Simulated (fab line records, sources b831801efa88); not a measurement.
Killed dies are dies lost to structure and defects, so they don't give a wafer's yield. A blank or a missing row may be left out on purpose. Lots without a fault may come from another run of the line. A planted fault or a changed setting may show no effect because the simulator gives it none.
fab line records | flow sky130
record lots=11 wafers=33 last_day=48
route steps=708 shown FIELD_ISO@4 LI_CONTACT@363 LOCAL_INTERCONNECT@387
lots that met no fault: from a run of the same line without faults
start_h: hours from the record's first day to the start of the lot's first wafer shown | wait_h: hours since the lot's step before | " the same as in the row above | L1.1+2: a row that stands for several wafers | - no value, or no start given | * or withheld: withheld | < > ~ a bound
route shown NAME@n: a module of which the file shows steps, and the number in the route of the first | usual: mean/standard deviation of fault-free wafers | same: alike in all rows | chamber/n: place in a boat | sites: the reading at each site | _std_site: their standard deviation | _edge_site: outer sites' mean less inner sites' | radius_mm: how far each site lies from the wafer's centre | mask NAME#n: copy n | behind: the tool/chamber that last shaped the wafer | hold: why the lot was held/for how many hours/how that ended | device: the transistor (n, p or np) that didn't switch | end of line: the same wafers' tests at the end of the route | a step without rows: its recipe alone | killed: dies lost to structure and defects at the first sort, not the wafer's yield | map: a wafer's dies, x killed, . not, _ none there
set.NAME: the setting as run; set.NAME@STEP: as run at that earlier step | model.NAME: the simulator's own value behind a step, which no gauge read
steps of the route over a sample of lots; a table a step, a row a wafer
services: from which hour (start_h, from the record's first day; less than 0 if before it) a tool's chamber was out of use, for how many hours, and why
## steps
# step SKY_FIELD_ISO_CVD_03
# recipe material=Si3N4 precursor=DCS/NH3 target_thk_nm=165 temp_c=770 time_s=2742 pressure_mtorr=250
# usual spike_tc_upper_C=769.9/1.3
# columns lot.wafer tool chamber start_h wait_h spike_tc_upper_C
L688.2 lpcvd-02 0 12.16 0.0 768.2
L688.3 " 0 " " 771.2
L688.6 " 0 " " 767.6
L689.1 lpcvd-02 0 17.67 0.1 769.3
L689.3 " 0 " " 768.7
L689.4 " 0 " " 768.0
L690.1 lpcvd-02 0 23.12 0.7 769.9
L690.2 " 0 " " 770.3
L690.5 " 0 " " 769.3
L691.3 lpcvd-02 1 29.88 0.9 770.3
L691.4 " 1 " " 770.4
L691.5 " 1 " " 768.9
L692.1 lpcvd-02 0 34.08 1.0 768.3
L692.2 " 0 " " 770.5
L692.5 " 0 " " 768.9
L694.1 lpcvd-02 1 43.01 0.4 771.2
L694.4 " 1 " " 770.5
L694.6 " 1 " " 771.6
L696.1 lpcvd-02 0 56.50 0.1 768.2
L696.2 " 0 " " 769.3
L696.5 " 0 " " 771.1
L697.1 lpcvd-02 1 62.53 0.5 771.3
L697.3 " 1 " " 772.7
L697.5 " 1 " " 771.1
L698.3 lpcvd-02 1 62.53 0.4 771.2
L698.4 " 1 " " 771.9
L698.6 " 1 " " 768.9
L699.3 lpcvd-02 1 67.11 0.0 770.6
L699.5 " 1 " " 769.7
L699.6 " 1 " " 772.4
L700.1 lpcvd-02 0 73.50 0.1 767.7
L700.2 " 0 " " 769.4
L700.3 " 0 " " 769.4
# step SKY_FIELD_ISO_THK_MEAS_04
# recipe reads=Si3N4_of_FIELD_ISO_CVD_03
# usual FIELD_ISO_CVD_03_THK=159.0/1.6
# columns lot.wafer tool chamber start_h wait_h FIELD_ISO_CVD_03_THK[nm]
L688.2 film_metro-01 - 13.96 0.0 155.7
L688.3 " - " " 157.1
L688.6 " - " " 157.4
L689.1 film_metro-01 - 19.45 0.0 159.6
L689.3 " - " " 160.5
L689.4 " - " " 159.9
L690.1 film_metro-01 - 24.91 0.0 158.6
L690.2 " - " " 158.0
L690.5 " - " " 158.9
L691.3 film_metro-02 - 31.69 0.0 159.3
L691.4 " - " " 158.4
L691.5 " - " " 159.4
L692.1 film_metro-03 - 35.86 0.0 156.6
L692.2 " - " " 157.1
L692.5 " - " " 157.6
L694.1 film_metro-01 - 44.80 0.0 161.3
L694.4 " - " " 160.5
L694.6 " - " " 160.7
L696.1 film_metro-02 - 58.29 0.0 159.9
L696.2 " - " " 160.3
L696.5 " - " " 160.1
L697.1 film_metro-01 - 64.32 0.0 135.7
L697.3 " - " " 137.5
L697.5 " - " " 136.6
L698.3 film_metro-02 - 64.34 0.0 135.4
L698.4 " - " " 136.0
L698.6 " - " " 135.3
L699.3 film_metro-03 - 68.92 0.0 137.1
L699.5 " - " " 137.0
L699.6 " - " " 136.1
L700.1 film_metro-02 - 75.28 0.0 140.6
L700.2 " - " " 139.7
L700.3 " - " " 140.2
# step SKY_FIELD_ISO_ETCH_15
# recipe chemistry=CHF3/O2 target_depth_nm=180 stop_on=Si source_w=600 bias_w=200 pressure_mtorr=40 chf3_flow_sccm=50 O2_flow_sccm=5 time_s=72
# usual drypump_motor_current_A=5.6/0.39 oes_product_au=0.925/0.0071 throttle_valve_pct=8.837/0.0087
# columns lot.wafer tool chamber start_h wait_h drypump_motor_current_A oes_product_au rf_hours_counter_h throttle_valve_pct
L688.2 rie_diel-03 0 29.22 0.0 5.6 0.909 20 8.824
L688.3 " 2 " " 5.8 0.923 133 8.828
L688.6 " 1 " " 5.2 0.917 - 8.826
L689.1 rie_diel-03 2 34.15 0.0 5.8 0.934 133 8.843
L689.3 " 0 " " 5.7 0.934 21 8.852
L689.4 " 1 " " 5.1 0.931 125 8.857
L690.1 rie_diel-01 2 39.68 0.0 5.8 0.922 122 8.837
L690.2 " 1 " " 5.7 0.918 3 8.842
L690.5 " 3 " " 5.3 0.936 - 8.854
L691.3 rie_diel-01 1 47.57 0.0 5.7 0.923 3 8.842
L691.4 " 0 " " 5.5 0.918 96 8.828
L691.5 " 1 " " 5.7 0.920 - 8.832
L692.1 rie_diel-04 3 51.22 0.0 5.3 0.919 172 8.840
L692.2 " 1 " " 5.6 0.923 90 8.836
L692.5 " 3 " " 5.3 0.915 - 8.842
L694.1 rie_diel-04 2 60.68 0.0 6.4 0.939 167 8.850
L694.4 " 3 " " 5.3 0.921 172 8.850
L694.6 " 2 " " 6.4 0.933 - 8.821
L696.1 rie_diel-03 2 74.35 0.0 5.8 0.932 134 8.840
L696.2 " 0 " " 5.6 0.933 22 8.845
L696.5 " 3 " " 6.2 0.923 - 8.835
L697.1 rie_diel-03 1 80.90 0.0 5.1 0.844 126 8.828
L697.3 " 3 " " 6.2 0.853 20 8.821
L697.5 " 1 " " 5.1 0.846 - 8.824
L698.3 rie_diel-01 2 81.02 0.0 5.8 0.843 123 8.817
L698.4 " 1 " " 5.7 0.847 4 8.817
L698.6 " 2 " " 5.8 0.844 - 8.815
L699.3 rie_diel-03 1 85.87 0.0 5.2 0.849 127 8.805
L699.5 " 2 " " 5.8 0.858 - 8.802
L699.6 " 1 " " 5.1 0.849 - 8.824
L700.1 rie_diel-04 0 92.68 0.0 4.8 0.864 1 8.809
L700.2 " 3 " " 5.3 0.863 0 8.833
L700.3 " 1 " " 5.6 0.858 91 8.820
# step SKY_LI_CONTACT_THK_MEAS_01
# recipe reads=PSG_of_LI_CONTACT_HDPCVD_00
# usual LI_CONTACT_HDPCVD_THK=917/11
# columns lot.wafer tool chamber start_h wait_h LI_CONTACT_HDPCVD_THK[nm]
L688.2 film_metro-01 - 645.14 0.1 942
L688.3 " - " " 923
L688.6 " - " " 941
L689.1 film_metro-04 - 647.79 0.1 917
L689.3 " - " " 931
L689.4 " - " " 911
L690.1 film_metro-01 - 650.57 0.1 913
L690.2 " - " " 905
L690.5 " - " " 924
L691.3 film_metro-03 - 673.95 0.1 928
L691.4 " - " " 921
L691.5 " - " " 905
L692.1 film_metro-04 - 691.23 0.1 917
L692.2 " - " " 905
L692.5 " - " " 919
L698.3 film_metro-03 - 753.80 0.1 905
L698.4 " - " " 905
L698.6 " - " " 931
L696.1 film_metro-04 - 753.83 0.1 897
L696.2 " - " " 902
L696.5 " - " " 911
L694.1 film_metro-04 - 755.81 0.1 900
L694.4 " - " " 900
L694.6 " - " " 922
L699.3 film_metro-03 - 757.45 0.1 912
L699.5 " - " " 909
L699.6 " - " " 929
L700.1 film_metro-04 - 758.51 0.1 916
L700.2 " - " " 915
L700.3 " - " " 918
L697.1 film_metro-01 - 761.08 0.1 907
L697.3 " - " " 898
L697.5 " - " " 907
# step SKY_LI_CONTACT_THK_MEAS_23
# recipe thk_meas_gauge=xrf reads=W_of_LI_CONTACT_CVD_21
# usual LI_CONTACT_W_THK=397/6
# columns lot.wafer tool chamber start_h wait_h LI_CONTACT_W_THK[nm]
L688.2 film_metro-04 - 675.55 0.1 410
L688.3 " - " " 397
L688.6 " - " " 399
L689.1 film_metro-04 - 677.10 0.1 397
L689.3 " - " " 407
L689.4 " - " " 396
L690.1 film_metro-04 - 680.59 0.1 404
L690.2 " - " " 399
L690.5 " - " " 405
L691.3 film_metro-01 - 703.40 0.1 400
L691.4 " - " " 386
L691.5 " - " " 381
L692.1 film_metro-04 - 719.83 0.1 393
L692.2 " - " " 383
L692.5 " - " " 387
L696.1 film_metro-01 - 782.05 0.1 400
L696.2 " - " " 404
L696.5 " - " " 402
L698.3 film_metro-03 - 782.22 0.1 388
L698.4 " - " " 389
L698.6 " - " " 391
L694.1 film_metro-03 - 782.98 0.1 397
L694.4 " - " " 381
L694.6 " - " " 391
L699.3 film_metro-01 - 785.43 0.1 410
L699.5 " - " " 408
L699.6 " - " " 401
L700.1 film_metro-04 - 787.01 0.1 392
L700.2 " - " " 395
L700.3 " - " " 396
L697.1 film_metro-03 - 788.33 0.1 394
L697.3 " - " " 397
L697.5 " - " " 389
# step SKY_LOCAL_INTERCONNECT_SPUTTER_00
# recipe material=TiN target_thk_nm=100 temp_c=300 power_w=6500 time_s=83.3 chamber_pressure_pa=0.4
# usual throttle_valve_pct=30.3/1
# columns lot.wafer tool chamber start_h wait_h throttle_valve_pct
L688.2 pvd_sputter-03 - 675.90 0.1 30.4
L688.3 " - " " 32.1
L688.6 " - " " 29.1
L689.1 pvd_sputter-03 - 677.46 0.2 29.5
L689.3 " - " " 30.6
L689.4 " - " " 32.1
L690.1 pvd_sputter-04 - 680.95 0.2 31.4
L690.2 " - " " 30.2
L690.5 " - " " 29.8
L691.3 pvd_sputter-03 - 703.74 0.2 30.7
L691.4 " - " " 30.8
L691.5 " - " " 30.6
L692.1 pvd_sputter-04 - 720.19 0.1 31.2
L692.2 " - " " 31.1
L692.5 " - " " 30.9
L696.1 pvd_sputter-04 - 782.41 0.1 30.4
L696.2 " - " " 29.6
L696.5 " - " " 31.3
L698.3 pvd_sputter-03 - 782.56 0.1 31.0
L698.4 " - " " 29.4
L698.6 " - " " 30.6
L694.1 pvd_sputter-04 - 783.34 0.1 30.6
L694.4 " - " " 30.5
L694.6 " - " " 29.7
L699.3 pvd_sputter-04 - 786.06 0.2 30.3
L699.5 " - " " 30.8
L699.6 " - " " 31.3
L700.1 pvd_sputter-02 - 787.37 0.2 28.3
L700.2 " - " " 29.4
L700.3 " - " " 28.8
L697.1 pvd_sputter-02 - 788.71 0.3 29.5
L697.3 " - " " 29.3
L697.5 " - " " 28.8
## services
# columns tool chamber start_h hours kind
pvd_sputter-04 - 13.32 1.9 repair
pvd_sputter-03 - 38.36 1.3 repair
pvd_sputter-03 - 81.28 5.2 repair
pvd_sputter-04 - 84.00 12.7 repair
rie_diel-03 1 141.96 1.3 repair
pvd_sputter-04 - 196.83 4.0 repair
rie_diel-03 3 207.17 5.7 repair
rie_diel-03 0 211.37 2.5 repair
rie_diel-03 1 255.70 2.3 repair
pvd_sputter-04 - 263.57 3.4 repair
rie_diel-03 - 305.44 2.8 pm
rie_diel-03 1 313.23 6.4 repair
lpcvd-02 - 375.00 2.8 pm
rie_diel-03 3 381.92 19.6 repair
rie_diel-03 2 393.09 8.3 repair
rie_diel-03 0 417.91 13.0 repair
lpcvd-02 - 425.21 28.1 pm
pvd_sputter-04 - 449.48 1.7 repair
lpcvd-02 - 476.58 0.7 repair
pvd_sputter-04 - 524.95 11.0 repair
lpcvd-02 - 549.84 0.3 repair
pvd_sputter-04 - 560.72 10.1 repair
rie_diel-03 1 760.77 16.6 repair
lpcvd-02 - 773.96 0.8 pm
## key
first_sign step=SKY_FIELD_ISO_THK_MEAS_04 reading=FIELD_ISO_CVD_03_THK direction=down sigmas=14 usual=159.0 struck=137.3
effect step=SKY_FIELD_ISO_ETCH_15 reading=oes_product_au direction=down sigmas=10 usual=0.925 struck=0.851
met_at SKY_FIELD_ISO_CVD_03
struck_lots L697,L698,L699,L700
tester_left_out L697,L698,L699,L700
not_acting_at SKY_LI_CONTACT_THK_MEAS_01,SKY_LI_CONTACT_THK_MEAS_23,SKY_LOCAL_INTERCONNECT_SPUTTER_00
onset_between 56.50 62.53
also_fits time
fault kind=site_profile_drift tool=lpcvd-02 chamber=- onset_h=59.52 steps=SKY_FIELD_ISO_CVD_03 basis=fraction max_abs_drift=0.30531 slope_share_per_hr=67.846 site_pattern=0,0,0,0,0,-1,-1,-1,-1
# tester_left_out: of these lots the tester's yield and bins aren't shown, on N5 and GAA mostly nor the transistor test; their killed dies are dies lost to structure and defects alone, not to doping, threshold or leakage, so they don't give the yield
